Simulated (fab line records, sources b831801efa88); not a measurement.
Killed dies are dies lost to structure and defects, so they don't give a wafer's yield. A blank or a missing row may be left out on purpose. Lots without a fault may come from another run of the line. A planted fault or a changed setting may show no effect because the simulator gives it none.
A struck lot beside a sound one | flow sky130 | 19 steps out of a route of 708
Sound: wafers L611.1, L611.3, L611.5. Struck: wafers L622.1, L622.5, L622.6. The cause comes at the end.
At each step with rows: each side's tool, then ch and its chambers, then its first start. Under that, the readings that differ: sound wafers | struck wafers | difference of the means | sigmas: that difference in standard deviations of wafers without a fault.
alike: readings whose means differ by less than 2 such deviations, and words and numbers that are the same on both sides. not compared: withheld readings, readings that some wafer has no value for, bounds like >300 that may hide the same value, and numbers for which the record gives no deviation and whose values overlap.
The two part at a step that has a row with sigmas, a row that says differs or no value, or rows on one side only. Numbers that don't overlap but have no deviation are shown without sigmas and don't part them. A reading that every wafer of one side lacks parts them only if that side has two wafers or more.

first, 1 step without rows for these wafers: SKY_LDD_HVP_IMPLANT_08.
SKY_LDD_HVP_STRIP_09: strips in O2/N2.
  sound on plasma_asher-02 ch 0,1, day 24 04:37; struck on plasma_asher-02 ch 0,1, day 27 21:34
  alike: drypump_motor_current_A, oes_product_au, strip_time_to_endpoint_s
  not compared: rf_hours_counter_h
SKY_LDD_HVP_TW_MEAS_10:
  sound on film_metro-01, day 24 04:43; struck on film_metro-04, day 27 21:40
  alike: LDD_HVP_TW
then, 7 steps without rows for these wafers: SKY_LDD_LDN_DEHYDRATE_00 (time 60 s); SKY_LDD_LDN_HMDS_01 (prime time 60 s); SKY_LDD_LDN_COAT_02 (resist thk 1140 nm); SKY_LDD_LDN_SOFTBAKE_03 (time 60 s); SKY_LDD_LDN_EXPOSE_04 (exposes mask LDNTM, target cd 700 nm); SKY_LDD_LDN_PEB_05; SKY_LDD_LDN_DEVELOP_06 (develop time 60 s).
SKY_LDD_LDN_OVL_MEAS_07:
  sound on overlay-02, day 25 09:28; struck on overlay-02, day 29 02:40
  alike: LDD_LDN_OVL
then, 1 step without rows for these wafers: SKY_LDD_LDN_IMPLANT_08.
SKY_LDD_LDN_IMPLANT_09:
  sound on implanter-02 ch 0, day 25 09:39; struck on implanter-02 ch 0, day 29 03:11
  alike: rotation_deg
then, 2 steps without rows for these wafers: SKY_LDD_LDN_IMPLANT_10; SKY_LDD_LDN_IMPLANT_11.
SKY_LDD_LDN_STRIP_12: strips in O2/N2.
  sound on plasma_asher-04 ch 0,1, day 25 10:06; struck on plasma_asher-02 ch 0,1, day 29 03:38
  alike: drypump_motor_current_A, oes_product_au, strip_time_to_endpoint_s
  not compared: rf_hours_counter_h
SKY_LDD_LDN_TW_MEAS_13:
  sound on film_metro-01, day 25 10:12; struck on film_metro-03, day 29 03:46
  reading    | sound          | struck         | difference | sigmas
  LDD_LDN_TW | 1502 1502 1508 | 1568 1566 1569 | +64        | +4
then, 1 step without rows for these wafers: SKY_LDD_LDN_CLEAN_14 (cleans in SC1/SC2, time 150 s).
-- the record jumps here: 21 days lie between the struck wafers' starts before and after (it left off in module LDD_LDN and takes up again in module PAD_OPEN, whose first step shown is number 708 of the route) --
SKY_PAD_OPEN_PROBE_99:
  sound on prober-02, day 47 13:29; struck on prober-01, day 49 22:45
  reading                         | sound          | struck         | difference | sigmas
  model.etest.tip_sonos.rs_ohm_sq | 2613 2552 2603 | 2303 2295 2293 | -292       |
  alike: killed_at_M0_to_M3, killed_at_M4_up, killed_at_contacts, killed_at_front_end, killed_at_other, killed_dies, killed_open, killed_short

WHERE THEY PART
Only at SKY_LDD_LDN_TW_MEAS_13, within this record. Later steps at which nothing parts them and some readings are alike: SKY_PAD_OPEN_PROBE_99.

WHY: what the simulator had put in
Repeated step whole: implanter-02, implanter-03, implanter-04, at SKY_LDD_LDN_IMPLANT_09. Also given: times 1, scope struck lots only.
